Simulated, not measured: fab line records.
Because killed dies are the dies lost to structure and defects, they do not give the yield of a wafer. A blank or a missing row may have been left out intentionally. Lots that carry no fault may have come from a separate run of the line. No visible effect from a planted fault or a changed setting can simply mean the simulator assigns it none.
fab line records	flow sfq_line
record: lots: 7	wafers: 21	last_day: 92
route steps=325 shown M5@201 A5B@209 R5@212 I5@228 C5@240 M8@325
lots with no fault: from the same line, run without faults
start_h: start of the lot's first displayed wafer, in hours after the record's first day	wait_h: hours elapsed since this lot's preceding step	" as in the row above	L1.1+2: a single row standing in for several wafers	- no value, or no start was given	* or withheld: withheld	< > ~ a bound
route shown NAME@n: names a module that has steps shown in the file, with the first one's number in the route	usual: average and standard deviation across the fault-free wafers	same: alike in all rows	chamber/n: place in a boat	sites: readings site by site	_std_site: how widely they spread, as a standard deviation	_edge_site: inner sites' mean taken away from outer sites' mean	radius_mm: how far each site lies from the wafer's centre	mask NAME#n: copy n	behind: the tool/chamber that last shaped the wafer	hold: reason for holding the lot/hours on hold/outcome of the hold	device: the transistor (n, p or np) that didn't switch	end of line: tests run on the same wafers once the route is complete	step lacking rows: just its recipe	killed: dies that structure and defects cost at the first sort, which is not the same as the wafer's yield	map: a wafer's dies, marking killed ones x, the rest . and places with no die _
set.NAME: the setting that was run; set.NAME@STEP: the one run at that earlier step	model.NAME: the simulator's own value behind a step, which no gauge read
a table for each step, a row for each wafer; lots at some steps of the route
services: when a tool's chamber went out of use (start_h, in hours from the record's first day, below 0 if earlier), for how many hours, and the reason
== steps ==
step: SFQ_TRILAYER_M5_LITHO_EXPOSE_124
recipe: mask_id: M5	na: 0.6	source_shape: conventional	sigma_outer: 0.65	target_cd_nm: 700	dose_mj: 14.4
step: SFQ_TRILAYER_M5_LITHO_PEB_126
recipe: peb_temp_c: 115	peb_time_s: 60	resist: KrF
step: SFQ_TRILAYER_M5_LITHO_DEVELOP_125
recipe: time_s: 60	resist: KrF
step: SFQ_M5_OVL_MEAS_932
usual: M5_OVL: -4/5.3
lot.wafer	tool	chamber	start_h	wait_h	M5_OVL[nm]
L805.3	overlay-01	-	1593.26	0.1	-7
L805.4	"	-	"	"	-7
L805.6	"	-	"	"	-10
L809.3	overlay-02	-	1613.76	0.1	-5
L809.5	"	-	"	"	2
L809.6	"	-	"	"	-7
L818.2	overlay-02	-	1732.11	0.1	-7
L818.3	"	-	"	"	-6
L818.4	"	-	"	"	-10
L819.3	overlay-01	-	1739.32	0.1	3
L819.4	"	-	"	"	-3
L819.6	"	-	"	"	1
L820.1	overlay-01	-	1747.57	0.1	-3
L820.2	"	-	"	"	-4
L820.6	"	-	"	"	-5
L821.3	overlay-01	-	1752.38	0.1	2
L821.4	"	-	"	"	-4
L821.5	"	-	"	"	6
L824.3	overlay-02	-	1765.58	0.1	-5
L824.4	"	-	"	"	-8
L824.5	"	-	"	"	-4
step: SFQ_TRILAYER_M5_BARC_OPEN_METAL_ETCH_161
recipe: mask_material: PR	chemistry: O2	target_depth_nm: 125	target: BARC	icp_w: 600	bias_w: 80	pressure_mtorr: 10	time_s: 41.7
usual: bias_w: 80.04/0.25	drypump_motor_current_A: 5.7/0.43	oes_product_au: 0.685/0.0047
lot.wafer	tool	chamber	start_h	wait_h	bias_w	drypump_motor_current_A	oes_product_au	rf_hours_counter_h
L805.3	rie_metal-04	0	1593.30	0.0	80.21	5.4	0.684	-
L805.4	"	1	"	"	79.86	5.5	0.680	-
L805.6	"	0	"	"	79.88	5.4	0.691	-
L809.3	rie_metal-03	0	1613.80	0.0	79.49	5.9	0.685	-
L809.5	"	0	"	"	79.55	6.0	0.683	-
L809.6	"	1	"	"	80.34	5.1	0.680	-
L818.2	rie_metal-02	1	1732.14	0.0	79.86	6.3	0.684	28
L818.3	"	1	"	"	79.74	6.3	0.695	-
L818.4	"	0	"	"	80.54	5.5	0.684	-
L819.3	rie_metal-02	0	1739.36	0.0	80.05	5.5	0.676	-
L819.4	"	1	"	"	80.28	6.3	0.684	-
L819.6	"	1	"	"	80.20	6.3	0.691	-
L820.1	rie_metal-02	1	1747.61	0.0	80.19	6.3	0.687	30
L820.2	"	0	"	"	80.14	5.5	0.690	4
L820.6	"	1	"	"	80.38	6.3	0.687	-
L821.3	rie_metal-04	0	1752.43	0.0	79.64	5.4	0.688	-
L821.4	"	1	"	"	79.97	5.5	0.682	-
L821.5	"	0	"	"	79.97	5.4	0.690	-
L824.3	rie_metal-04	1	1765.63	0.0	79.97	5.5	0.683	-
L824.4	"	0	"	"	79.97	5.4	0.685	-
L824.5	"	0	"	"	80.02	5.4	0.686	-
step: SFQ_TRILAYER_M5_ETCH_METAL_ETCH_126
recipe: target: Nb	stop_on: SiO2	mask_material: PR	over_etch_frac: 0.15	time_s: 203.2	chemistry: Cl2/BCl3	target_depth_nm: 265	icp_w: 600	bias_w: 80	pressure_mtorr: 10
step: SFQ_TRILAYER_M5_STRIP_STRIP_127
recipe: gas: O2	power_w: 200	platen_temp_c: 40	overash_fraction: 0.65	chemistry: O2	pressure_mtorr: 50
step: SFQ_TRILAYER_M5_STRIP_SOLV_CLEAN_128
recipe: chemistry: NMP	temp_c: 70	time_s: 600
step: SFQ_TRILAYER_A5B_DEP_PECVD_129
recipe: material: SiO2	temp_c: 150	time_s: 133.33	pressure_torr: 2.4	rf_w: 183.3	precursor: SiH4/N2O	target_thk_nm: 600
usual: heater_power_w: 83/15	throttle_valve_pct: 24.4/1.5
lot.wafer	tool	chamber	start_h	wait_h	heater_power_w	throttle_valve_pct
L805.3	pecvd-02	0	1594.31	0.0	83	25.6
L805.4	"	0	"	"	83	25.8
L805.6	"	2	"	"	65	23.8
L809.3	pecvd-03	1	1614.83	0.0	77	27.3
L809.5	"	1	"	"	85	27.2
L809.6	"	0	"	"	93	23.4
L818.2	pecvd-02	1	1733.17	0.0	63	22.5
L818.3	"	0	"	"	78	23.0
L818.4	"	2	"	"	68	23.0
L819.3	pecvd-03	1	1740.37	0.0	90	27.6
L819.4	"	1	"	"	87	27.9
L819.6	"	0	"	"	110	23.6
L820.1	pecvd-01	1	1748.64	0.0	77	24.1
L820.2	"	0	"	"	77	24.4
L820.6	"	1	"	"	63	24.1
L821.3	pecvd-03	1	1753.44	0.0	93	28.0
L821.4	"	2	"	"	99	24.9
L821.5	"	0	"	"	104	23.6
L824.3	pecvd-03	0	1766.68	0.0	104	23.4
L824.4	"	2	"	"	89	24.9
L824.5	"	2	"	"	98	24.9
step: SFQ_TRILAYER_A5B_CMP_CMP_130
recipe: stop_on: Nb	down_force_psi: 3	platen_rpm: 60	target_thk_nm: 340.7
step: SFQ_TRILAYER_A5B_METRO_MEASURE_131
step: SFQ_TRILAYER_R5_DEP_SPUTTER_132
recipe: material: Ti	base_pressure_pa: 1.33e-06	target_thk_nm: 5	power_w: 2000	time_s: 5	chamber_pressure_pa: 0.4
step: SFQ_TRILAYER_R5_DEP_SPUTTER_133
recipe: material: MoNx	base_pressure_pa: 1.33e-06	target_thk_nm: 40	power_w: 1000	time_s: 66.7	chamber_pressure_pa: 0.4
usual: throttle_valve_pct: 29.8/1.1
lot.wafer	tool	chamber	start_h	wait_h	throttle_valve_pct	model.MoNx_of_TRILAYER_R5_DEP_SPUTTER_133.thk_nm
L805.3	pvd_sputter-06	-	1609.17	0.0	31.3	39.93
L805.4	"	-	"	"	30.6	39.69
L805.6	"	-	"	"	29.6	39.62
L809.3	pvd_sputter-04	-	1655.41	0.0	30.5	39.46
L809.5	"	-	"	"	30.2	40.52
L809.6	"	-	"	"	30.7	39.69
L818.2	pvd_sputter-06	-	1737.87	0.0	30.1	26.23
L818.3	"	-	"	"	30.7	25.91
L818.4	"	-	"	"	29.4	39.66
L819.3	pvd_sputter-06	-	1744.68	0.0	30.5	26.58
L819.4	"	-	"	"	30.0	40.24
L819.6	"	-	"	"	29.5	40.04
L820.1	pvd_sputter-06	-	1752.95	0.0	30.2	26.36
L820.2	"	-	"	"	29.4	26.05
L820.6	"	-	"	"	31.3	39.93
L821.3	pvd_sputter-03	-	1757.75	0.0	29.4	40.05
L821.4	"	-	"	"	29.6	40.35
L821.5	"	-	"	"	29.9	40
L824.3	pvd_sputter-03	-	1770.99	0.0	29.3	39.46
L824.4	"	-	"	"	30.7	39.75
L824.5	"	-	"	"	29.6	39.76
step: SFQ_TRILAYER_R5_DEP_SPUTTER_134
recipe: material: Ti	base_pressure_pa: 1.33e-06	target_thk_nm: 5	power_w: 2000	time_s: 5	chamber_pressure_pa: 0.4
usual: throttle_valve_pct: 29.8/1.1
lot.wafer	tool	chamber	start_h	wait_h	throttle_valve_pct
L805.3	pvd_sputter-06	-	1609.22	0.0	31.4
L805.4	"	-	"	"	30.6
L805.6	"	-	"	"	29.3
L809.3	pvd_sputter-04	-	1655.46	0.0	30.5
L809.5	"	-	"	"	30.1
L809.6	"	-	"	"	30.2
L818.2	pvd_sputter-06	-	1737.93	0.0	30.2
L818.3	"	-	"	"	30.6
L818.4	"	-	"	"	29.4
L819.3	pvd_sputter-06	-	1744.74	0.0	30.7
L819.4	"	-	"	"	30.2
L819.6	"	-	"	"	29.6
L820.1	pvd_sputter-06	-	1753.00	0.0	30.3
L820.2	"	-	"	"	29.2
L820.6	"	-	"	"	31.3
L821.3	pvd_sputter-03	-	1757.80	0.0	29.4
L821.4	"	-	"	"	29.8
L821.5	"	-	"	"	29.7
L824.3	pvd_sputter-03	-	1771.05	0.0	29.6
L824.4	"	-	"	"	30.6
L824.5	"	-	"	"	29.4
step: SFQ_R5_RS_MEAS_933
recipe: thk_meas_gauge: four-point-probe	reads: Ti_of_TRILAYER_R5_DEP_SPUTTER_134+MoNx_of_TRILAYER_R5_DEP_SPUTTER_133+Ti_of_TRILAYER_R5_DEP_SPUTTER_132
usual: R5_MONX_RS: 7.10/0.093
lot.wafer	tool	chamber	start_h	wait_h	hold	R5_MONX_RS[ohm/sq]
L805.3	film_metro-01	-	1609.28	0.0	-	7.08
L805.4	"	-	"	"	-	7.13
L805.6	"	-	"	"	-	7.12
L809.3	film_metro-01	-	1655.52	0.0	-	7.14
L809.5	"	-	"	"	-	6.98
L809.6	"	-	"	"	-	7.09
L818.2	film_metro-01	-	1737.97	0.0	await_dispo/0.2h/release	10.41
L818.3	"	-	"	"	await_dispo/0.2h/release	10.51
L818.4	"	-	"	"	await_dispo/0.2h/release	7.09
L818.2	film_metro-01	-	1738.25	0.3	-	10.44
L818.3	"	-	"	"	-	10.57
L818.4	"	-	"	"	-	7.12
L819.3	film_metro-03	-	1744.80	0.0	await_dispo/0.2h/release	10.29
L819.4	"	-	"	"	await_dispo/0.2h/release	7.03
L819.6	"	-	"	"	await_dispo/0.2h/release	7.05
L819.3	film_metro-03	-	1745.08	0.3	-	10.35
L819.4	"	-	"	"	-	7.03
L819.6	"	-	"	"	-	7.07
L820.1	film_metro-03	-	1753.02	0.0	await_dispo/0.2h/release	10.39
L820.2	"	-	"	"	await_dispo/0.2h/release	10.47
L820.6	"	-	"	"	await_dispo/0.2h/release	7.09
L820.1	film_metro-03	-	1753.31	0.3	-	10.44
L820.2	"	-	"	"	-	10.54
L820.6	"	-	"	"	-	7.10
L821.3	film_metro-03	-	1757.86	0.0	-	7.05
L821.4	"	-	"	"	-	7.02
L821.5	"	-	"	"	-	7.07
L824.3	film_metro-04	-	1771.11	0.0	-	7.13
L824.4	"	-	"	"	-	7.12
L824.5	"	-	"	"	-	7.10
step: SFQ_R5_THK_MEAS_934
recipe: thk_meas_gauge: xrf	reads: MoNx_of_TRILAYER_R5_DEP_SPUTTER_133
usual: R5_MONX_THK: 40.1/0.65
lot.wafer	tool	chamber	start_h	wait_h	hold	R5_MONX_THK[nm]
L805.3	film_metro-01	-	1609.38	0.1	-	40.5
L805.4	"	-	"	"	-	40.1
L805.6	"	-	"	"	-	40.1
L809.3	film_metro-01	-	1655.62	0.1	-	40.0
L809.5	"	-	"	"	-	41.0
L809.6	"	-	"	"	-	39.9
L818.2	film_metro-01	-	1746.99	8.7	await_dispo/0.2h/release	26.6
L818.3	"	-	"	"	await_dispo/0.2h/release	26.2
L818.4	"	-	"	"	await_dispo/0.2h/release	39.7
L818.2	film_metro-01	-	1747.21	0.2	-	26.6
L818.3	"	-	"	"	-	26.2
L818.4	"	-	"	"	-	40.0
L819.3	film_metro-03	-	1749.05	3.9	await_dispo/0.2h/release	26.8
L819.4	"	-	"	"	await_dispo/0.2h/release	40.8
L819.6	"	-	"	"	await_dispo/0.2h/release	40.4
L819.3	film_metro-03	-	1749.28	0.2	-	26.9
L819.4	"	-	"	"	-	40.8
L819.6	"	-	"	"	-	40.6
L820.1	film_metro-03	-	1756.46	3.1	await_dispo/0.2h/release	26.7
L820.2	"	-	"	"	await_dispo/0.2h/release	26.3
L820.6	"	-	"	"	await_dispo/0.2h/release	40.5
L820.1	film_metro-03	-	1756.69	0.2	-	26.8
L820.2	"	-	"	"	-	26.5
L820.6	"	-	"	"	-	40.7
L821.3	film_metro-03	-	1757.96	0.1	-	40.5
L821.4	"	-	"	"	-	41.1
L821.5	"	-	"	"	-	40.6
L824.3	film_metro-04	-	1771.21	0.1	-	39.8
L824.4	"	-	"	"	-	40.0
L824.5	"	-	"	"	-	40.1
step: SFQ_TRILAYER_R5_LITHO_COAT_136
recipe: resist: KrF	spin_rpm: 3000	resist_thk_nm: 600
step: SFQ_TRILAYER_R5_LITHO_SOFTBAKE_140
recipe: temp_c: withheld	time_s: withheld	resist: KrF
step: SFQ_TRILAYER_R5_LITHO_EXPOSE_137
recipe: mask_id: R5	na: 0.6	source_shape: conventional	sigma_outer: 0.65	target_cd_nm: 500	dose_mj: 14.4
step: SFQ_TRILAYER_R5_LITHO_PEB_139
recipe: peb_temp_c: 115	peb_time_s: 60	resist: KrF
step: SFQ_TRILAYER_R5_LITHO_DEVELOP_138
recipe: time_s: 60	resist: KrF
step: SFQ_R5_OVL_MEAS_935
usual: R5_OVL: 1/6
lot.wafer	tool	chamber	start_h	wait_h	R5_OVL[nm]
L805.3	overlay-02	-	1639.89	0.1	-2
L805.4	"	-	"	"	-3
L805.6	"	-	"	"	-4
L809.3	overlay-01	-	1657.92	0.1	4
L809.5	"	-	"	"	4
L809.6	"	-	"	"	5
L818.2	overlay-02	-	1825.08	0.1	4
L818.3	"	-	"	"	9
L818.4	"	-	"	"	6
L819.3	overlay-02	-	1832.28	0.1	-1
L819.4	"	-	"	"	6
L819.6	"	-	"	"	6
L820.1	overlay-02	-	1841.87	0.1	1
L820.2	"	-	"	"	-1
L820.6	"	-	"	"	-5
L821.3	overlay-02	-	1847.43	0.1	2
L821.4	"	-	"	"	5
L821.5	"	-	"	"	2
L824.3	overlay-02	-	1863.59	0.1	1
L824.4	"	-	"	"	4
L824.5	"	-	"	"	-1
step: SFQ_TRILAYER_R5_BARC_OPEN_METAL_ETCH_177
recipe: mask_material: PR	chemistry: O2	target_depth_nm: 125	target: BARC	icp_w: 600	bias_w: 80	pressure_mtorr: 10	time_s: 41.7
step: SFQ_TRILAYER_R5_ETCH_METAL_ETCH_139
recipe: stop_on: SiO2	mask_material: PR	chemistry: Cl2	target_depth_nm: 60	icp_w: 600	bias_w: 80	pressure_mtorr: 10	time_s: 40
step: SFQ_TRILAYER_R5_STRIP_STRIP_140
recipe: gas: O2	power_w: 200	platen_temp_c: 40	overash_fraction: 0.65	chemistry: O2	pressure_mtorr: 50
step: SFQ_TRILAYER_R5_STRIP_SOLV_CLEAN_141
recipe: chemistry: NMP	temp_c: 70	time_s: 600
step: SFQ_TRILAYER_A5C_DEP_PECVD_142
recipe: material: SiO2	temp_c: 150	time_s: 15.556	pressure_torr: 2.4	rf_w: 183.3	precursor: SiH4/N2O	target_thk_nm: 70
usual: heater_power_w: 83/17	throttle_valve_pct: 25.6/2
lot.wafer	tool	chamber	start_h	wait_h	heater_power_w	throttle_valve_pct
L805.3	pecvd-03	1	1640.80	0.0	91	27.3
L805.4	"	2	"	"	102	24.8
L805.6	"	1	"	"	89	27.3
L809.3	pecvd-02	1	1658.84	0.0	59	24.6
L809.5	"	0	"	"	76	25.6
L809.6	"	2	"	"	64	23.7
L818.2	pecvd-03	2	1826.00	0.0	95	25.3
L818.3	"	0	"	"	110	23.9
L818.4	"	2	"	"	95	25.3
L819.3	pecvd-03	0	1833.20	0.0	112	23.8
L819.4	"	2	"	"	100	25.0
L819.6	"	0	"	"	113	23.8
L820.1	pecvd-03	2	1842.80	0.0	111	24.9
L820.2	"	1	"	"	89	28.6
L820.6	"	0	"	"	108	23.7
L821.3	pecvd-02	1	1848.35	0.0	59	23.0
L821.4	"	0	"	"	78	23.4
L821.5	"	1	"	"	62	22.8
L824.3	pecvd-03	0	1864.51	0.0	105	24.1
L824.4	"	2	"	"	93	24.9
L824.5	"	0	"	"	106	23.9
step: SFQ_TRILAYER_I5_LITHO_COAT_149
recipe: resist: BARC	spin_rpm: 3000	resist_thk_nm: 62
step: SFQ_TRILAYER_I5_LITHO_COAT_144
recipe: resist: KrF	spin_rpm: 3000	resist_thk_nm: 650
step: SFQ_TRILAYER_I5_LITHO_SOFTBAKE_148
recipe: temp_c: withheld	time_s: withheld	resist: KrF
step: SFQ_TRILAYER_I5_LITHO_EXPOSE_145
recipe: mask_id: I5	na: 0.6	source_shape: conventional	sigma_outer: 0.65	target_cd_nm: 700	dose_mj: 21.3
step: SFQ_TRILAYER_I5_LITHO_PEB_147
recipe: peb_temp_c: 115	peb_time_s: 60	resist: KrF
step: SFQ_TRILAYER_I5_LITHO_DEVELOP_146
recipe: time_s: 60	resist: KrF
step: SFQ_I5_OVL_MEAS_936
usual: I5_OVL: -3/5.7
lot.wafer	tool	chamber	start_h	wait_h	I5_OVL[nm]
L805.3	overlay-02	-	1648.29	0.1	-9
L805.4	"	-	"	"	-5
L805.6	"	-	"	"	-1
L809.3	overlay-02	-	1662.32	0.1	-2
L809.5	"	-	"	"	2
L809.6	"	-	"	"	0
L818.2	overlay-01	-	1855.93	0.1	-12
L818.3	"	-	"	"	-9
L818.4	"	-	"	"	-12
L819.3	overlay-01	-	1857.13	0.1	5
L819.4	"	-	"	"	3
L819.6	"	-	"	"	-3
L820.1	overlay-01	-	1858.32	0.1	-11
L820.2	"	-	"	"	-13
L820.6	"	-	"	"	-7
L821.3	overlay-01	-	1859.53	0.1	-12
L821.4	"	-	"	"	-3
L821.5	"	-	"	"	-3
L824.3	overlay-02	-	1882.26	0.1	9
L824.4	"	-	"	"	6
L824.5	"	-	"	"	5
step: SFQ_TRILAYER_I5_BARC_OPEN_VIA_ETCH_200
recipe: mask_material: PR	chemistry: O2	target_depth_nm: 125	target: BARC	source_w: 500	bias_w: 80	pressure_mtorr: 30	time_s: 41.7
usual: bias_w: 80.02/0.23	drypump_motor_current_A: 5.4/0.39	oes_product_au: 0.685/0.0045
lot.wafer	tool	chamber	start_h	wait_h	bias_w	drypump_motor_current_A	oes_product_au	rf_hours_counter_h
L805.3	rie_diel-01	3	1648.31	0.0	79.80	4.9	0.686	16
L805.4	"	2	"	"	80.13	5.7	0.692	4
L805.6	"	0	"	"	80.00	5.9	0.680	-
L809.3	rie_diel-04	0	1662.35	0.0	80.08	5.9	0.691	18
L809.5	"	3	"	"	80.13	5.7	0.686	-
L809.6	"	2	"	"	79.82	5.4	0.683	-
L818.2	rie_diel-04	0	1855.96	0.0	80.17	5.8	0.685	2
L818.3	"	1	"	"	79.79	5.2	0.687	4
L818.4	"	3	"	"	80.03	5.6	0.685	3
L819.3	rie_diel-01	3	1857.16	0.0	79.92	4.8	0.688	19
L819.4	"	0	"	"	80.68	5.9	0.688	9
L819.6	"	2	"	"	79.63	5.7	0.681	-
L820.1	rie_diel-03	2	1858.36	0.0	79.93	5.1	0.682	13
L820.2	"	0	"	"	80.09	5.3	0.677	16
L820.6	"	2	"	"	80.10	5.1	0.684	-
L821.3	rie_diel-04	2	1859.56	0.0	80.07	5.4	0.691	5
L821.4	"	1	"	"	80.04	5.2	0.687	4
L821.5	"	0	"	"	79.59	5.8	0.687	-
L824.3	rie_diel-03	0	1882.28	0.0	80.24	5.3	0.695	16
L824.4	"	1	"	"	79.64	4.8	0.684	5
L824.5	"	3	"	"	79.96	5.6	0.685	-
step: SFQ_TRILAYER_I5_ETCH_VIA_ETCH_147
recipe: stop_on: Nb	mask_material: PR	chemistry: CHF3	target_depth_nm: 360	source_w: 500	bias_w: 80	pressure_mtorr: 30	time_s: withheld
step: SFQ_TRILAYER_I5_STRIP_STRIP_148
recipe: gas: O2	power_w: 200	platen_temp_c: 40	overash_fraction: 0.65	chemistry: O2	pressure_mtorr: 50
step: SFQ_TRILAYER_I5_STRIP_SOLV_CLEAN_149
recipe: chemistry: NMP	temp_c: 70	time_s: 600
step: SFQ_TRILAYER_C5_LITHO_COAT_156
recipe: resist: BARC	spin_rpm: 3000	resist_thk_nm: 62
step: SFQ_TRILAYER_C5_LITHO_COAT_151
recipe: resist: KrF	spin_rpm: 3000	resist_thk_nm: 650
step: SFQ_TRILAYER_C5_LITHO_SOFTBAKE_155
recipe: temp_c: withheld	time_s: withheld	resist: KrF
step: SFQ_M8_BOW_MEAS_951
recipe: mode: bow
usual: M8_BOW: 8/8.1
lot.wafer	tool	chamber	start_h	wait_h	M8_BOW[um]	model.etest.r5.ohm_um	model.etest.r5.ohm_sq	model.etest.c5.link_ohm
L805.3	film_metro-01	-	1944.71	0.0	28	14.14	7.052	7.986
L805.4	"	-	"	"	0	14.22	7.095	8.011
L805.6	"	-	"	"	17	14.19	7.107	8.063
L809.3	film_metro-01	-	2106.51	0.0	-5	14.28	7.137	8.111
L809.5	"	-	"	"	-3	13.93	6.95	7.926
L809.6	"	-	"	"	-1	14.23	7.095	8.076
L818.2	film_metro-01	-	2196.99	0.0	12	21.38	10.74	11.67
L818.3	"	-	"	"	14	21.61	10.87	11.81
L818.4	"	-	"	"	7	14.11	7.1	8.053
L819.3	film_metro-02	-	2199.41	0.0	10	21.12	10.6	11.56
L819.4	"	-	"	"	11	13.92	6.997	7.957
L819.6	"	-	"	"	2	14.1	7.032	8
L820.1	film_metro-04	-	2201.31	0.0	-1	21.44	10.68	11.65
L820.2	"	-	"	"	14	21.66	10.81	11.78
L820.6	"	-	"	"	9	14.16	7.053	8.031
L821.3	film_metro-01	-	2203.75	0.0	16	14.09	7.031	7.965
L821.4	"	-	"	"	21	13.94	6.978	7.933
L821.5	"	-	"	"	22	14.08	7.039	7.974
L824.3	film_metro-04	-	2209.90	0.0	7	14.15	7.135	8.1
L824.4	"	-	"	"	10	14.13	7.085	8.019
L824.5	"	-	"	"	4	14.02	7.082	8.037
== services ==
tool	chamber	start_h	hours	kind
pecvd-02	-	1581.62	2.1	repair
rie_metal-02	-	1585.15	2.8	pm
pecvd-02	2	1603.95	1.8	repair
pvd_sputter-06	-	1614.09	9.0	repair
rie_metal-02	1	1615.20	3.7	repair
pecvd-03	-	1627.44	4.2	repair
pvd_sputter-06	-	1660.33	1.8	repair
pvd_sputter-06	-	1671.29	0.5	repair
pecvd-02	-	1673.95	0.7	repair
pecvd-03	-	1674.22	0.4	repair
pecvd-02	-	1686.25	14.0	pm
pecvd-03	-	1692.03	0.3	repair
pecvd-03	-	1695.62	2.9	repair
pecvd-03	-	1713.92	1.0	repair
pvd_sputter-03	-	1740.14	6.9	repair
pecvd-03	1	1765.94	2.0	repair
pecvd-02	-	1769.33	1.0	repair
pecvd-02	-	1777.18	2.3	repair
pecvd-03	-	1782.95	1.0	repair
pvd_sputter-06	-	1799.30	0.9	repair
pecvd-02	-	1805.24	6.3	repair
pvd_sputter-06	-	1815.36	5.3	repair
pecvd-02	1	1840.83	5.0	repair
pvd_sputter-03	-	1847.78	10.1	repair
== key ==
first_sign: step: SFQ_R5_RS_MEAS_933	reading: visit	direction: added
effect: step: SFQ_R5_RS_MEAS_933	reading: R5_MONX_RS	direction: up	sigmas: 36	usual: 7.10	struck: 10.42
effect: step: SFQ_R5_THK_MEAS_934	reading: visit	direction: added
effect: step: SFQ_R5_THK_MEAS_934	reading: R5_MONX_THK	direction: down	sigmas: 21	usual: 40.1	struck: 26.5
model_effect: step: SFQ_TRILAYER_R5_DEP_SPUTTER_133	value: MoNx_of_TRILAYER_R5_DEP_SPUTTER_133.thk_nm	without: 39.64	struck: 26.22
model_effect: step: SFQ_M8_BOW_MEAS_951	value: etest.r5.ohm_um	without: 14.19	struck: 21.44
met_at SFQ_TRILAYER_R5_DEP_SPUTTER_133
struck_wafers L818.2,L818.3,L819.3,L820.1,L820.2
onset_between 1609.17 1737.87
fault: kind: process_parameter_drift	tool: pvd_sputter-06	chamber: -	onset_h: 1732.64	steps: SFQ_TRILAYER_R5_DEP_SPUTTER_133	channel: target_thk_nm	offset: -13.417	shape: step	end_h: 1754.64	scope: struck_wafers_only	acts_in: these_recipes_only	stated: 40
